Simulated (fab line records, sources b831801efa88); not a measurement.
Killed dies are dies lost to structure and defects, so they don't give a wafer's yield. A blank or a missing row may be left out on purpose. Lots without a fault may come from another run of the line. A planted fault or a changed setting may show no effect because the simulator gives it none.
Problem report in the 8D (eight disciplines) form, filled by code | flow gf180mcu | the parts of the form that need people (team, actions taken, sign-off) are left out

1. THE PROBLEM
STI_CVD_03_THK at GF_STI_THK_MEAS_04 reads a mean of 238.9 nm on 6 wafers of 2 lots; wafers without a fault read 206.9 nm with a standard deviation of 2.1. That is +15 standard deviations from the usual mean.
First seen on wafer L741.1, day 3 15:34, on film_metro-02. The record holds 33 wafers of 11 lots with a number at this step. Rule for "out", or "out of limits": more than 4 standard deviations from the usual mean. The other wafers with a number count as sound.

2. WHAT IT IS AND WHAT IT IS NOT
question                    | is                     | is not
which readings at this step | STI_CVD_03_THK         | -
which lots                  | L741, L746             | L731, L733, L734, L735, L749, L750, L751, L752, L754
which wafers of those lots  | all that have a number | -
read on which gauges        | film_metro-02          | film_metro-03, film_metro-04
when                        | from day 3 15:34       | up to then (12 sound wafers); but 15 sound wafers of L749, L750, L751, L752, L754 came after

3. SUSPECTS, AND WHAT RULES EACH OUT
Counting: a tool at a process step up to the reading stays a suspect if it ran every lot that is out and no sound lot after the first of them.
- the gauge at GF_STI_THK_MEAS_04: ruled out. All the wafers that are out were read on film_metro-02, but those of them that GF_STI_CVD_03 has rows for are out there too, on other tools.
- lpcvd-01 at GF_STI_CVD_03 (deposits Si3N4 from DCS/NH3, target thk 207.16 nm, time 3551 s): kept. It ran every lot that is out, first L741 (day 3 13:34), and no sound lot after that; its last sound lot up to then is L734 (day 2 03:38). Its own readings are out on those wafers: spike_tc_centre_C, spike_tc_lower_C, spike_tc_upper_C, susceptor_temp_C.
Left after counting: lpcvd-01 at GF_STI_CVD_03.

4. THE CAUSE (what the simulator had put in)
Process parameter drift: lpcvd-01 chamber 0, from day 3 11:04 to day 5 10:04, at GF_STI_CVD_03. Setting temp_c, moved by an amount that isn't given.
Counting left only this tool.

5. THE CHAIN OF EFFECTS, in route order
Each row: a reading whose mean over the struck wafers that have a number lies more than 3 standard deviations from the usual. Only readings for which the record gives a usual standard deviation are gone through. hours: the time from each lot's start at the first step in this table that gives one to its start at this step, as a median over the lots. sigmas: the change in usual standard deviations.
hours | step               | reading           | usual      | on struck wafers | change | sigmas
0     | GF_STI_CVD_03      | spike_tc_bottom_C | 789.3 C    | 797.7            | +8.4   | +3.1
0     | GF_STI_CVD_03      | spike_tc_centre_C | 769.5 C    | 776.9            | +7.4   | +6.1
0     | GF_STI_CVD_03      | spike_tc_lower_C  | 770.6 C    | 777.3            | +6.7   | +4.8
0     | GF_STI_CVD_03      | spike_tc_top_C    | 783.2 C    | 791.2            | +8.0   | +4.0
0     | GF_STI_CVD_03      | spike_tc_upper_C  | 768.8 C    | 775.9            | +7.1   | +6.5
0     | GF_STI_CVD_03      | susceptor_temp_C  | 770.0 C    | 777.9            | +7.9   | +21
2     | GF_STI_THK_MEAS_04 | STI_CVD_03_THK    | 206.9 nm   | 238.9            | +32.0  | +15
16    | GF_STI_ETCH_13     | oes_product_au    | 0.833 a.u. | 0.903            | +0.070 | +9.9
The process steps in it:
- GF_STI_CVD_03: deposits Si3N4 from DCS/NH3, target thk 207.16 nm, time 3551 s.
- GF_STI_ETCH_13: etches the open film in CHF3/O2, stops on Si, target depth 282.31 nm, time 112.9 s.
Later measuring or inspecting steps at which every struck wafer that the step has a row for has a number for every such reading, and none has moved that far: GF_DUAL_GATE_OVL_MEAS_11, GF_M1_OVL_MEAS_15.

6. WHAT WOULD HAVE CAUGHT IT SOONER
In this record the first reading out of limits at a measuring or inspecting step was taken at day 3 15:34, 4 hours after the fault began at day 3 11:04.
The tool's own readings at GF_STI_CVD_03 were out on every struck wafer that the step has a row for (spike_tc_centre_C, spike_tc_lower_C, spike_tc_upper_C, susceptor_temp_C): an alarm limit on them would have fired on the first of those.
Of the lots that are out (2), L746 began GF_STI_CVD_03 on lpcvd-01 after day 3 15:34. A hold on the tool at that time would have spared it.
